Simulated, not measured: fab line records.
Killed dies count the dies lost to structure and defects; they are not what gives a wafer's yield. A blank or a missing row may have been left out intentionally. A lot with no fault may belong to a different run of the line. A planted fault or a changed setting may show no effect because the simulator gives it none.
fab line records	flow sky130
record lots=12	wafers=36	last_day=50
route steps=708 shown FIELD_ISO@14 GATE_OXIDE@188 LI_CONTACT@385
lots that met no fault: from a run of the same line without faults
start_h: start of the lot's first displayed wafer, in hours after the record's first day	wait_h: hours from the lot's prior step to this one	" repeats the value in the row above	L1.1+2: a row that stands for several wafers	- no value present, or no start provided	* or withheld: withheld	< > ~ a bound
route shown NAME@n: names a module that has steps shown in the file, with the first one's number in the route	usual: average and standard deviation across the fault-free wafers	same: alike in all rows	chamber/n: place in a boat	sites: the reading at each site	_std_site: their standard deviation	_edge_site: outer sites' mean less inner sites'	radius_mm: for every site, how far away it sits from the centre of the wafer	mask NAME#n: copy n	behind: the last tool/chamber to shape the wafer	hold: why the lot went on hold/how many hours it stayed there/how the hold came to an end	device: the transistor (n, p or np) that didn't switch	end of line: at the end of the route, the tests of the same wafers	a step with no rows: only its recipe	killed: not the wafer's yield, but the dies lost to structure and defects at the first sort	map: the dies of a wafer, with x for killed, . for not killed, _ for no die there
set.NAME: the setting the step ran with; set.NAME@STEP: the setting that earlier step ran with	model.NAME: the simulator's own value behind a step, which no gauge read
route steps across a sampled set of lots; one table per step, one row per wafer
services: from which hour (start_h, from the record's first day; less than 0 if before it) a tool's chamber was out of use, for how many hours, and why
## steps
# step SKY_FIELD_ISO_CD_MEAS_13
# recipe target_cd_nm=150
# usual cd_nm=150.0/1.3
lot.wafer	tool	chamber	start_h	wait_h	cd_nm
L399.2	cd_sem-02	-	39.27	-	147.9
L399.3	"	-	"	"	147.7
L399.4	"	-	"	"	148.2
L400.3	cd_sem-01	-	45.85	-	148.5
L400.5	"	-	"	"	151.0
L400.6	"	-	"	"	149.4
L401.2	cd_sem-01	-	49.87	-	151.0
L401.3	"	-	"	"	150.9
L401.6	"	-	"	"	150.0
L403.3	cd_sem-02	-	60.16	-	148.6
L403.4	"	-	"	"	150.0
L403.5	"	-	"	"	149.3
L405.2	cd_sem-01	-	69.29	-	150.8
L405.3	"	-	"	"	152.4
L405.6	"	-	"	"	150.5
L406.2	cd_sem-01	-	75.52	-	150.6
L406.5	"	-	"	"	150.4
L406.6	"	-	"	"	150.8
L407.1	cd_sem-01	-	80.67	-	151.0
L407.2	"	-	"	"	152.0
L407.3	"	-	"	"	149.8
L408.3	cd_sem-02	-	86.19	-	149.1
L408.5	"	-	"	"	150.8
L408.6	"	-	"	"	149.1
L409.1	cd_sem-02	-	92.86	-	149.4
L409.3	"	-	"	"	150.1
L409.5	"	-	"	"	149.0
L417.1	cd_sem-01	-	132.01	-	149.9
L417.2	"	-	"	"	149.0
L417.6	"	-	"	"	150.1
L418.2	cd_sem-02	-	138.72	-	152.0
L418.4	"	-	"	"	149.9
L418.6	"	-	"	"	151.0
L419.1	cd_sem-01	-	144.92	-	149.3
L419.4	"	-	"	"	149.5
L419.6	"	-	"	"	150.8
# step SKY_FIELD_ISO_ETCH_17
# recipe target_depth_a=3420	mask_material=Si3N4	chemistry=HBr/Cl2/O2	target=Si	taper_deg=5	icp_w=600	bias_w=150	pressure_mtorr=15	HBr_flow_sccm=150	Cl2_flow_sccm=40	O2_flow_sccm=6	time_s=97.7
# usual drypump_motor_current_A=5.81/0.26	oes_product_au=1.003/0.0088	throttle_valve_pct=25.655/0.011
lot.wafer	tool	chamber	start_h	wait_h	drypump_motor_current_A	oes_product_au	rf_hours_counter_h	throttle_valve_pct
L399.2	rie_si-01	3	39.57	0.1	5.58	0.999	61	25.664
L399.3	"	1	"	"	5.72	0.999	160	25.650
L399.4	"	1	"	"	5.71	0.992	-	25.662
L400.3	rie_si-01	3	46.13	0.0	5.57	0.989	61	25.667
L400.5	"	0	"	"	5.48	1.005	-	25.651
L400.6	"	3	"	"	5.57	0.989	-	25.659
L401.2	rie_si-02	2	50.17	0.1	5.61	1.014	42	25.656
L401.3	"	0	"	"	6.20	1.013	55	25.639
L401.6	"	3	"	"	6.18	1.007	-	25.658
L403.3	rie_si-02	2	60.49	0.0	5.62	1.014	42	25.651
L403.4	"	3	"	"	6.17	0.996	136	25.662
L403.5	"	0	"	"	6.20	0.996	-	25.659
L405.2	rie_si-02	0	69.59	0.1	6.18	1.011	55	25.660
L405.3	"	1	"	"	5.77	1.013	137	25.642
L405.6	"	2	"	"	5.61	1.019	-	25.632
L406.2	rie_si-02	2	75.82	0.1	5.60	1.027	43	25.640
L406.5	"	2	"	"	5.61	1.017	-	25.635
L406.6	"	1	"	"	5.74	1.002	-	25.652
L407.1	rie_si-02	3	80.99	0.1	6.15	0.995	136	25.656
L407.2	"	2	"	"	5.64	1.016	43	25.655
L407.3	"	0	"	"	6.20	0.997	55	25.644
L408.3	rie_si-02	2	86.47	0.0	5.62	1.014	43	25.664
L408.5	"	1	"	"	5.73	0.999	-	25.648
L408.6	"	0	"	"	6.20	0.999	-	25.660
L409.1	rie_si-01	3	93.18	0.1	5.54	0.998	62	25.655
L409.3	"	1	"	"	5.69	0.978	0	25.676
L409.5	"	1	"	"	5.71	0.986	-	25.669
L417.1	rie_si-02	1	132.33	0.1	5.72	1.005	138	25.670
L417.2	"	3	"	"	6.17	1.000	137	25.669
L417.6	"	2	"	"	5.62	1.011	-	25.648
L418.2	rie_si-02	3	139.02	0.1	6.19	0.999	137	25.647
L418.4	"	0	"	"	6.22	1.000	-	25.662
L418.6	"	3	"	"	6.18	1.003	-	25.649
L419.1	rie_si-01	1	145.24	0.1	5.68	0.989	1	25.656
L419.4	"	0	"	"	5.48	1.005	1	25.663
L419.6	"	2	"	"	5.92	1.015	-	25.647
# step SKY_GATE_OXIDE_OXIDATION_01
# recipe temp_c=900	ambient=O2	stabilise_s=600	purge_s=300	target_thk_a=102.68	ox_time_s=1473
# usual spike_tc_bottom_C=918/4.4	spike_tc_centre_C=900.2/1.4	spike_tc_lower_C=900.9/1	spike_tc_top_C=913.4/1.2	spike_tc_upper_C=901.0/1.1	zone_power_bottom_pct=26.9/1.8
lot.wafer	tool	chamber	start_h	wait_h	spike_tc_bottom_C	spike_tc_centre_C	spike_tc_lower_C	spike_tc_top_C	spike_tc_upper_C	zone_power_bottom_pct
L399.2	furnace-01	0	300.51	0.9	922	900.9	900.2	914.1	901.8	28.6
L399.3	"	0	"	"	922	900.9	900.2	914.1	900.1	28.2
L399.4	"	0	"	"	922	900.6	901.6	915.3	900.4	28.2
L400.3	furnace-01	0	304.44	0.5	921	900.9	900.7	915.7	901.2	28.5
L400.5	"	0	"	"	921	901.0	899.7	914.3	900.7	28.8
L400.6	"	0	"	"	922	901.5	901.5	913.7	901.2	28.1
L401.2	furnace-01	0	310.21	0.5	922	901.5	900.2	914.4	902.9	28.3
L401.3	"	0	"	"	923	900.4	900.1	914.8	899.6	28.5
L401.6	"	0	"	"	923	900.2	900.7	913.8	902.9	29.1
L403.3	furnace-01	0	334.03	0.6	923	900.1	901.0	915.6	900.4	28.0
L403.4	"	0	"	"	921	900.3	900.9	913.3	902.3	28.3
L403.5	"	0	"	"	923	901.5	899.6	913.8	901.2	28.2
L405.2	furnace-01	0	347.62	0.9	923	901.2	899.5	914.0	902.2	28.4
L405.3	"	0	"	"	921	902.3	900.4	914.0	900.9	27.9
L405.6	"	0	"	"	921	902.6	901.5	914.3	901.9	28.2
L406.2	furnace-01	0	355.27	1.7	922	900.6	900.4	914.3	901.9	28.5
L406.5	"	0	"	"	921	900.3	900.9	912.4	901.2	28.2
L406.6	"	0	"	"	922	900.7	899.4	913.6	900.6	28.4
L407.1	furnace-01	0	361.77	0.0	909	884.0	884.8	897.7	885.9	27.2
L407.2	"	0	"	"	908	886.4	885.0	899.3	887.3	27.2
L407.3	"	0	"	"	909	884.6	885.5	896.7	885.5	27.8
L408.3	furnace-02	0	371.57	0.0	916	898.5	902.0	913.5	900.2	25.0
L408.5	"	0	"	"	914	898.5	902.3	912.6	900.4	24.7
L408.6	"	0	"	"	912	899.4	901.6	913.5	899.2	25.2
L409.1	furnace-01	0	382.24	1.2	907	885.2	887.0	897.0	886.0	27.7
L409.3	"	0	"	"	907	885.6	885.1	898.7	883.9	27.4
L409.5	"	0	"	"	909	886.6	885.6	897.6	885.4	26.9
L417.1	furnace-02	0	451.92	0.0	912	900.3	902.5	913.7	899.0	24.9
L417.2	"	0	"	"	916	899.0	902.1	913.8	900.8	25.1
L417.6	"	0	"	"	911	899.4	901.0	914.5	901.2	25.4
L418.2	furnace-01	0	460.96	0.0	920	901.2	901.8	914.9	900.9	28.1
L418.4	"	0	"	"	923	902.0	899.4	913.1	901.3	28.2
L418.6	"	0	"	"	921	899.3	899.8	913.6	902.1	28.1
L419.1	furnace-01	0	469.83	0.5	921	900.3	901.2	912.0	901.2	28.2
L419.4	"	0	"	"	921	901.6	900.0	914.5	900.9	28.9
L419.6	"	0	"	"	922	903.3	900.7	912.8	900.7	28.3
# step SKY_GATE_OXIDE_THK_MEAS_02
# recipe reads=SiO2_of_GATE_OXIDE_OXIDATION_01
# usual GATE_OXIDE_OXIDATION_00_THK=10.39/0.24
lot.wafer	tool	chamber	start_h	wait_h	GATE_OXIDE_OXIDATION_00_THK[nm]
L399.2	film_metro-01	-	301.93	0.0	10.32
L399.3	"	-	"	"	10.39
L399.4	"	-	"	"	10.17
L400.3	film_metro-01	-	305.87	0.0	10.58
L400.5	"	-	"	"	10.39
L400.6	"	-	"	"	10.49
L401.2	film_metro-01	-	311.63	0.0	10.67
L401.3	"	-	"	"	10.67
L401.6	"	-	"	"	10.84
L403.3	film_metro-01	-	335.46	0.0	10.74
L403.4	"	-	"	"	10.56
L403.5	"	-	"	"	10.68
L405.2	film_metro-04	-	349.04	0.0	10.57
L405.3	"	-	"	"	10.62
L405.6	"	-	"	"	10.60
L406.2	film_metro-04	-	356.69	0.0	10.62
L406.5	"	-	"	"	10.58
L406.6	"	-	"	"	10.42
L407.1	film_metro-01	-	363.18	0.0	8.88
L407.2	"	-	"	"	9.06
L407.3	"	-	"	"	8.91
L408.3	film_metro-01	-	373.00	0.0	10.48
L408.5	"	-	"	"	10.38
L408.6	"	-	"	"	10.44
L409.1	film_metro-01	-	383.65	0.0	8.71
L409.3	"	-	"	"	8.80
L409.5	"	-	"	"	8.81
L417.1	film_metro-01	-	453.33	0.0	9.86
L417.2	"	-	"	"	9.96
L417.6	"	-	"	"	9.75
L418.2	film_metro-01	-	462.37	0.0	10.39
L418.4	"	-	"	"	10.60
L418.6	"	-	"	"	10.53
L419.1	film_metro-01	-	471.24	0.0	10.49
L419.4	"	-	"	"	10.31
L419.6	"	-	"	"	10.38
# step SKY_LI_CONTACT_THK_MEAS_23
# recipe thk_meas_gauge=xrf	reads=W_of_LI_CONTACT_CVD_21
# usual LI_CONTACT_W_THK=409/6.6
lot.wafer	tool	chamber	start_h	wait_h	LI_CONTACT_W_THK[nm]
L399.2	film_metro-03	-	701.88	0.1	405
L399.3	"	-	"	"	415
L399.4	"	-	"	"	404
L400.3	film_metro-01	-	705.71	0.1	413
L400.5	"	-	"	"	418
L400.6	"	-	"	"	418
L401.2	film_metro-03	-	712.17	0.1	404
L401.3	"	-	"	"	412
L401.6	"	-	"	"	408
L403.3	film_metro-03	-	741.76	0.1	404
L403.4	"	-	"	"	404
L403.5	"	-	"	"	401
L405.2	film_metro-02	-	748.65	0.1	411
L405.3	"	-	"	"	406
L405.6	"	-	"	"	404
L406.2	film_metro-02	-	754.99	0.1	417
L406.5	"	-	"	"	412
L406.6	"	-	"	"	428
L407.1	film_metro-01	-	767.57	0.1	415
L407.2	"	-	"	"	402
L407.3	"	-	"	"	418
L408.3	film_metro-03	-	774.40	0.1	413
L408.5	"	-	"	"	412
L408.6	"	-	"	"	415
L409.1	film_metro-01	-	779.98	0.1	410
L409.3	"	-	"	"	408
L409.5	"	-	"	"	412
L417.1	film_metro-02	-	840.89	0.1	407
L417.2	"	-	"	"	409
L417.6	"	-	"	"	409
L418.2	film_metro-03	-	850.93	0.1	400
L418.4	"	-	"	"	402
L418.6	"	-	"	"	401
L419.1	film_metro-02	-	858.83	0.1	408
L419.4	"	-	"	"	413
L419.6	"	-	"	"	410
## services
tool	chamber	start_h	hours	kind
rie_si-02	1	28.92	2.4	repair
rie_si-02	3	81.55	9.8	repair
furnace-02	-	82.11	2.5	pm
rie_si-01	-	113.80	4.3	pm
furnace-01	-	118.05	3.1	pm
furnace-01	-	121.20	3.7	pm
rie_si-02	1	134.49	-	clean
rie_si-02	1	134.49	28.7	scheduled_down
rie_si-02	1	134.49	28.7	vent_cycle
furnace-02	-	138.43	3.5	pm
furnace-01	-	239.43	6.0	repair
furnace-02	-	251.12	4.3	pm
rie_si-01	2	327.17	3.7	repair
rie_si-01	-	329.33	14.6	pm
furnace-02	-	334.64	1.1	pm
rie_si-01	0	347.60	2.6	repair
rie_si-01	-	359.62	80.6	repair
rie_si-02	1	366.16	14.0	repair
furnace-01	-	367.13	3.5	pm
furnace-01	-	389.10	1.5	repair
furnace-01	-	404.13	3.8	pm
furnace-02	-	418.58	3.2	pm
furnace-02	-	421.76	3.4	pm
furnace-01	-	454.05	3.4	pm
## key
first_sign step=SKY_GATE_OXIDE_OXIDATION_01	reading=spike_tc_lower_C	direction=down	sigmas=15	usual=900.9	struck=885.5
effect step=SKY_GATE_OXIDE_OXIDATION_01	reading=spike_tc_upper_C	direction=down	sigmas=14	usual=901.0	struck=885.7
effect step=SKY_GATE_OXIDE_THK_MEAS_02	reading=GATE_OXIDE_OXIDATION_00_THK	direction=down	sigmas=6.3	usual=10.39	struck=8.86
met_at SKY_GATE_OXIDE_OXIDATION_01
struck_lots L407,L409
tester_left_out L407,L409
not_acting_at SKY_FIELD_ISO_CD_MEAS_13,SKY_FIELD_ISO_ETCH_17,SKY_LI_CONTACT_THK_MEAS_23
onset_between 355.27 361.77
fault kind=process_parameter_drift	tool=furnace-01	chamber=-	onset_h=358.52	steps=SKY_GATE_OXIDE_OXIDATION_01	channel=temp_c	offset=*	shape=step	end_h=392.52	acts_in=*	stated=*
# tester_left_out: of these lots the tester's yield and bins aren't shown, on N5 and GAA mostly nor the transistor test; their killed dies are dies lost to structure and defects alone, not to doping, threshold or leakage, so they don't give the yield
